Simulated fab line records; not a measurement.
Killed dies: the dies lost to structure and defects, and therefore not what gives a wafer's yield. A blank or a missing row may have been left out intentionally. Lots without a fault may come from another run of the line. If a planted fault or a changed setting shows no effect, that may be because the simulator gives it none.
Which tool is to blame? ; flow gf180mcu ; 24 lots with 72 wafers sampled at 5 steps, on a route of 602 steps

## WHAT THE GAUGES SHOWED, per wafer
GF_V3_THK_MEAS_01.
lot;measured;on;V3_CVD_00_THK (nm)
L074;day 21 08:29;film-metro-03;604 612 600
L075;day 21 17:10;film-metro-04;594 601 606
L076;day 22 05:25;film-metro-04;595 592 600
L077;day 22 07:40;film-metro-04;603 599 599
L078;day 23 00:49;film-metro-02;610 593 596
L079;day 23 07:34;film-metro-03;608 606 609
L080;day 23 16:49;film-metro-03;601 596 598
L081;day 23 20:49;film-metro-04;606 609 603
L082;day 24 07:56;film-metro-03;591 597 601
L083;day 24 16:56;film-metro-03;599 591 597
L084;day 25 01:47;film-metro-03;596 594 599
L085;day 25 12:01;film-metro-04;584 580 587
L086;day 25 20:15;film-metro-04;594 595 589
L087;day 26 02:19;film-metro-02;601 595 598
L088;day 26 07:01;film-metro-03;581 597 594
L089;day 26 17:40;film-metro-03;606 605 597
L090;day 26 23:52;film-metro-03;604 607 603
L091;day 27 03:07;film-metro-02;600 602 604
L092;day 27 09:34;film-metro-02;596 601 597
L093;day 27 18:07;film-metro-02;601 606 597
L094;day 28 01:01;film-metro-02;599 598 604
L095;day 28 05:36;film-metro-04;593 585 592
L096;day 28 14:40;film-metro-04;599 605 604
L097;day 28 17:48;film-metro-04;597 604 591

GF_TOP_METAL_OVL_MEAS_15.
lot;measured;on;TOP_METAL_OVL (nm)
L074;day 28 01:10;overlay-02;-0.2 -1.1 -3.1
L075;day 28 08:39;overlay-01;-1.5 0.3 0.4
L076;day 28 19:12;overlay-02;-0.4 -0.9 -1.5
L077;day 28 20:15;overlay-02;0.8 -0.4 -1.6
L078;day 29 11:49;overlay-01;0.5 0.8 -0.6
L079;day 29 16:20;overlay-01;0.3 0.5 -0.5
L080;day 29 23:48;overlay-01;0.9 1.5 0.2
L081;day 30 02:42;overlay-02;0.1 -0.4 -2.7
L082;day 30 12:58;overlay-02;0.4 2.4 0.8
L083;day 30 20:31;overlay-01;0.2 1.8 1.8
L084;day 31 04:01;overlay-01;-3.8 -2.4 -4.7
L085;day 31 11:43;overlay-01;1.2 1.2 -1.7
L086;day 31 17:39;overlay-01;-2.4 -2.1 -4.4
L087;day 32 00:03;overlay-02;-1.4 -1.3 -0.8
L088;day 32 04:44;overlay-01;-0.7 0.6 -0.3
L089;day 32 11:46;overlay-02;-1.7 -2.1 -0.4
L090;day 32 18:21;overlay-02;0.4 2.2 0.2
L091;day 32 22:03;overlay-01;0.7 -0.4 -0.4
L092;day 33 03:25;overlay-01;0.3 -0.3 -1.5
L093;day 33 06:15;overlay-01;-2.5 -0.9 0.5
L094;day 33 14:10;overlay-02;-1.8 -0.9 -0.5
L095;day 33 16:46;overlay-01;1.6 1.5 0.0
L096;day 33 23:31;overlay-02;-0.2 -1.1 -1.8
L097;day 34 04:31;overlay-01;0.4 0.1 1.3

## WHICH TOOL RAN EACH LOT (tool, then ch and the chambers of the sampled wafers, then the start)
lot;GF_V2_CMP_26;GF_V4_ETCH_16;GF_V5_CVD_02
L074;cmp-01 ch 0,2,3, day 20 06:53;rie-diel-04 ch 0,2, day 24 09:02;pecvd-01 ch 1,2, day 26 06:28
L075;cmp-02 ch 2,3, day 20 16:46;rie-diel-04 ch 1,2, day 24 16:55;pecvd-02 ch 1,2, day 26 14:49
L076;cmp-01 ch 0,2,3, day 21 04:49;rie-diel-01 ch 1,2, day 25 04:08;pecvd-01 ch 1,2, day 27 00:36
L077;cmp-02 ch 0,2,3, day 21 06:43;rie-diel-01 ch 1,2,3, day 25 06:38;pecvd-03 ch 0,2, day 27 02:45
L078;cmp-02 ch 0,1,2, day 22 00:28;rie-diel-02 ch 0,1,2, day 25 22:50;pecvd-03 ch 1,2, day 27 19:09
L079;cmp-01 ch 2,3, day 22 06:47;rie-diel-02 ch 0,2,3, day 26 04:17;pecvd-02 ch 0,2, day 27 23:29
L080;cmp-02 ch 0,2,3, day 22 16:21;rie-diel-02 ch 1,2,3, day 26 12:56;pecvd-03 ch 0,1,2, day 28 07:40
L081;cmp-01 ch 0,1,3, day 22 20:45;rie-diel-04 ch 0,1,2, day 26 16:50;pecvd-02 ch 0,2, day 28 11:01
L082;cmp-02 ch 1,2,3, day 23 08:20;rie-diel-02 ch 0,3, day 27 02:22;pecvd-03 ch 0,1,2, day 28 20:53
L083;cmp-01 ch 0,1,2, day 23 17:38;rie-diel-02 ch 0,2, day 27 11:26;pecvd-01 ch 0,1,2, day 29 04:35
L084;cmp-01 ch 1,2, day 24 02:55;rie-diel-02 ch 2,3, day 27 19:41;pecvd-02 ch 1,2, day 29 13:11
L085;cmp-02 ch 0,1,2, day 24 12:28;rie-diel-02 ch 0,1,3, day 28 03:55;pecvd-02 ch 0,2, day 29 20:56
L086;cmp-01 ch 0,2, day 24 21:25;rie-diel-01 ch 0,2, day 28 12:09;pecvd-02 ch 0,1, day 30 04:24
L087;cmp-02 ch 0,1,3, day 25 03:24;rie-diel-04 ch 0,2,3, day 28 17:34;pecvd-02 ch 0,1, day 30 10:37
L088;cmp-02 ch 0,3, day 25 08:52;rie-diel-04 ch 0,1,3, day 28 22:52;pecvd-01 ch 0,2, day 30 15:57
L089;cmp-01 ch 1,2,3, day 25 20:14;rie-diel-02 ch 1,2,3, day 29 08:23;pecvd-02 ch 1,2, day 31 00:37
L090;cmp-01 ch 0,1, day 26 02:06;rie-diel-01 ch 0,2,3, day 29 14:31;pecvd-02 ch 0,1, day 31 06:14
L091;cmp-02 ch 0,1,3, day 26 05:25;rie-diel-01 ch 0,1,2, day 29 17:20;pecvd-01 ch 0,1,2, day 31 09:21
L092;cmp-01 ch 1,2,3, day 26 12:59;rie-diel-01 ch 0,2,3, day 30 00:04;pecvd-01 ch 0,1,2, day 31 16:14
L093;cmp-01 ch 2,3, day 26 20:46;rie-diel-01 ch 0,1, day 30 05:28;pecvd-02 ch 0,2, day 31 19:55
L094;cmp-01 ch 0,2, day 27 04:03;rie-diel-01 ch 0,3, day 30 13:29;pecvd-02 ch 0,1, day 32 02:53
L095;cmp-01 ch 0,1,2, day 27 08:47;rie-diel-01 ch 0,1, day 30 17:56;pecvd-01 ch 1,2, day 32 06:58
L096;cmp-01 ch 0,2,3, day 27 18:05;rie-diel-02 ch 0,1,2, day 31 01:25;pecvd-03 ch 1,2, day 32 14:36
L097;cmp-01 ch 0,1,3, day 27 21:11;rie-diel-04 ch 1,2, day 31 05:18;pecvd-02 ch 0,1,2, day 32 18:41
- GF_V2_CMP_26: polishes, stops on SiO2, t overpolish 15 s, target thk 0 nm.
- GF_V4_ETCH_16: etches BARC in N2/H2.
- GF_V5_CVD_02: deposits SiO2 from TEOS, target thk 1450 nm, time 163.28 s.

## WHAT THE TOOLS THEMSELVES READ (means of the sampled wafers that have a number; where no wafer has one, the mark that the record gives instead)
GF_V2_CMP_26.
lot;tool;head-pressure-psi (psi);motor-current-A (A);overpolish-run-s (s);platen-rpm (rpm);time-to-endpoint-s (s)
L074;cmp-01;3.496;10.6;15.005;60.06;88
L075;cmp-02;3.500;10.8;14.998;60.02;88
L076;cmp-01;3.504;11.2;15.009;60.00;84
L077;cmp-02;3.501;10.4;14.993;60.03;89
L078;cmp-02;3.495;10.4;14.996;60.03;91
L079;cmp-01;3.502;10.8;15.009;60.01;88
L080;cmp-02;3.505;10.2;15.001;60.02;87
L081;cmp-01;3.504;10.2;15.006;60.00;90
L082;cmp-02;3.495;11.0;14.994;60.00;88
L083;cmp-01;3.495;10.6;15.008;60.00;87
L084;cmp-01;3.493;9.4;15.001;60.03;87
L085;cmp-02;3.501;10.7;15.004;60.00;94
L086;cmp-01;3.493;10.6;15.003;60.03;84
L087;cmp-02;3.502;10.7;15.006;59.97;92
L088;cmp-02;3.496;9.6;14.999;60.02;88
L089;cmp-01;3.495;9.9;15.007;59.98;82
L090;cmp-01;3.499;10.7;15.003;59.99;83
L091;cmp-02;3.506;11.0;14.998;59.99;94
L092;cmp-01;3.505;10.0;14.987;60.00;84
L093;cmp-01;3.501;10.3;14.989;59.96;85
L094;cmp-01;3.497;10.8;14.999;60.01;86
L095;cmp-01;3.504;10.5;14.997;59.98;84
L096;cmp-01;3.502;11.2;14.999;60.00;85
L097;cmp-01;3.503;10.2;15.004;60.00;87

GF_V4_ETCH_16.
lot;tool;drypump-motor-current-A (A);n2-flow-sccm (sccm);oes-product-au (a.u.);rf-fwd-power-W (W);throttle-valve-pct (%)
L074;rie-diel-04;5.55;99.8;0.857;497.5;13.235
L075;rie-diel-04;6.21;100.1;0.855;492.8;13.231
L076;rie-diel-01;6.00;99.9;0.856;495.3;13.224
L077;rie-diel-01;5.89;100.2;0.850;495.2;13.226
L078;rie-diel-02;5.56;100.3;0.856;495.0;13.235
L079;rie-diel-02;5.68;100.0;0.858;494.1;13.215
L080;rie-diel-02;5.75;99.7;0.854;495.5;13.231
L081;rie-diel-04;5.79;99.9;0.850;493.7;13.227
L082;rie-diel-02;5.56;99.7;0.855;494.0;13.226
L083;rie-diel-02;5.52;99.7;0.853;495.1;13.228
L084;rie-diel-02;5.85;100.4;0.851;494.1;13.224
L085;rie-diel-02;5.60;100.0;0.856;496.4;13.220
L086;rie-diel-01;5.94;100.3;0.856;496.2;13.230
L087;rie-diel-04;5.75;100.4;0.854;496.1;13.222
L088;rie-diel-04;6.01;100.1;0.856;496.1;13.218
L089;rie-diel-02;5.73;100.0;0.856;495.5;13.222
L090;rie-diel-01;5.83;100.2;0.852;496.9;13.222
L091;rie-diel-01;5.87;100.0;0.855;496.4;13.223
L092;rie-diel-01;5.84;100.2;0.852;496.4;13.218
L093;rie-diel-01;5.76;99.9;0.851;495.2;13.226
L094;rie-diel-01;5.72;100.1;0.859;495.3;13.215
L095;rie-diel-01;5.79;100.0;0.854;495.3;13.221
L096;rie-diel-02;5.56;100.2;0.856;494.1;13.225
L097;rie-diel-04;6.19;100.0;0.853;492.4;13.226

GF_V5_CVD_02.
lot;tool;heater-power-w (W);rf-fwd-power-W (W)
L074;pecvd-01;556;598.8
L075;pecvd-02;616;599.0
L076;pecvd-01;536;596.2
L077;pecvd-03;597;596.8
L078;pecvd-03;676;598.2
L079;pecvd-02;625;597.8
L080;pecvd-03;644;598.4
L081;pecvd-02;606;596.5
L082;pecvd-03;667;595.2
L083;pecvd-01;629;597.8
L084;pecvd-02;670;595.9
L085;pecvd-02;617;597.7
L086;pecvd-02;622;598.3
L087;pecvd-02;630;598.0
L088;pecvd-01;643;598.2
L089;pecvd-02;686;598.4
L090;pecvd-02;661;597.2
L091;pecvd-01;551;596.8
L092;pecvd-01;610;597.9
L093;pecvd-02;624;598.9
L094;pecvd-02;623;596.8
L095;pecvd-01;601;596.6
L096;pecvd-03;640;596.2
L097;pecvd-02;554;596.0

## THE ANSWER, worked out from the rows above alone
Rule: the lots themselves supply what counts as usual. Put in order of their means at a reading, lots are off if they are a third of the lots or fewer, leave a main group of 4 or more, and stand apart from it by a gap of 3 or more times the standard deviation of the main group's means; of several such gaps the widest counts. Not used: any main group whose means are identical at the precision the tables above print for the reading. Also off: a lot with no number at a reading for which 4 or more lots have one. Where the step has rows for the other lots, those lots are counted as sound. Order of review: gauges by route order, followed by the tools' own readings, for which a lot's mean as printed above is used. The first step at which some lot is off is used, and at that step the reading that is off furthest; a lot without a number counts as furthest.
None of the lots is off at any reading shown; this tells nothing.

## WHAT THE SIMULATOR PUT IN
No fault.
